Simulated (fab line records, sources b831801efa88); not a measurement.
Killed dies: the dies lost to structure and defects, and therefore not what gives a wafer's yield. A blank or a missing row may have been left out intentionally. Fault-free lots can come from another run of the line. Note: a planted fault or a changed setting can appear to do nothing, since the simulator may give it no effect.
Code-filled problem report in 8D (eight disciplines) form | flow sfq-line | the parts of the form that need people (team, actions taken, sign-off) are left out

== 1. PROBLEM STATEMENT ==
Wafers without a fault read 199.8 nm, standard deviation 1.1; thk-nm at SFQ_TRILAYER_I1_METRO_MEASURE_047 reads a mean of 215.2 nm on 2 wafers belonging to 2 lots. Measured from the usual mean, that is +14 standard deviations.
The first sign was on wafer L342.5 at day 26 15:18, on film-metro-04. Wafers with a number at this step in the record: 41, from 14 lots. The rule behind "out" and "out of limits": a value lying over 4 standard deviations away from the usual mean. The other wafers with a number count as sound.

== 2. WHAT IT IS; WHAT IT IS NOT ==
question                    | is                           | is not
which readings at this step | thk-nm                       | -
which lots                  | L342, L343                   | L333, L335, L336, L337, L338, L339, L340, L344, L351, L353, L355, L356
which wafers of those lots  | L342.5, L343.5               | L342.3, L342.4, L343.4
read on which tools         | film-metro-02, film-metro-04 | film-metro-01
when                        | from day 26 15:18            | up to then (23 sound wafers); but 16 sound wafers of L343, L344, L351, L353, L355, L356 came after

== 3. SUSPECTS, AND WHAT RULES EACH OUT ==
Counting: any tool at a process step up to the reading remains a suspect provided it ran every lot that is out. Sound lots after the first of them don't rule it out here, since some wafers of a struck lot are sound.
- cmp-02 at SFQ_TRILAYER_I1_CMP_CMP_046 (polishes SiO2): kept. Ran every lot that is out, first one L342 (day 26 11:47); last sound lot up to then L340 (day 26 06:17).
The count leaves cmp-02 at SFQ_TRILAYER_I1_CMP_CMP_046.

== 4. THE CAUSE (what the simulator had put in) ==
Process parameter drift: cmp-02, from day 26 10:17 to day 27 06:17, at SFQ_TRILAYER_I1_CMP_CMP_046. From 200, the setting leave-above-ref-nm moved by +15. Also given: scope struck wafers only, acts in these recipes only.
Only this tool survived the counting.

== 5. SEQUENCE OF EFFECTS, ordered by route ==
One row per reading whose mean, taken over the struck wafers that have a number, lies over 3 standard deviations from the usual. Scope: only readings with a usual standard deviation given in the record; hours: median across lots of the time from each lot's start at the first step in this table that gives one to its start at this step; sigmas: change in usual standard deviations.
hours | step                                  | reading        | usual      | on struck wafers | change | sigmas
0     | SFQ_TRILAYER_I1_METRO_MEASURE_047     | thk-nm         | 199.8 nm   | 215.2            | +15.4  | +14
161   | SFQ_TRILAYER_I1_VIA_ETCH_VIA_ETCH_052 | oes-product-au | 0.854 a.u. | 0.891            | +0.037 | +7.4
The process steps in it:
- SFQ_TRILAYER_I1_METRO_MEASURE_047
- SFQ_TRILAYER_I1_VIA_ETCH_VIA_ETCH_052: etches SiO2 in CHF3, stops on Nb, target depth 260 nm.

== 6. WHAT WOULD HAVE CAUGHT IT SOONER ==
The fault began at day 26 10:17; the first out-of-limits reading in this record came at day 26 15:18, 5 hours later.
No tool reading at SFQ_TRILAYER_I1_CMP_CMP_046 that has a usual standard deviation in the record was out on any struck wafer, so an alarm limit of 4 standard deviations on those readings would not have fired.
Among the 2 lots that are out, L343 began SFQ_TRILAYER_I1_CMP_CMP_046 on cmp-02 after day 26 15:18. Holding the tool at that time would have saved it.
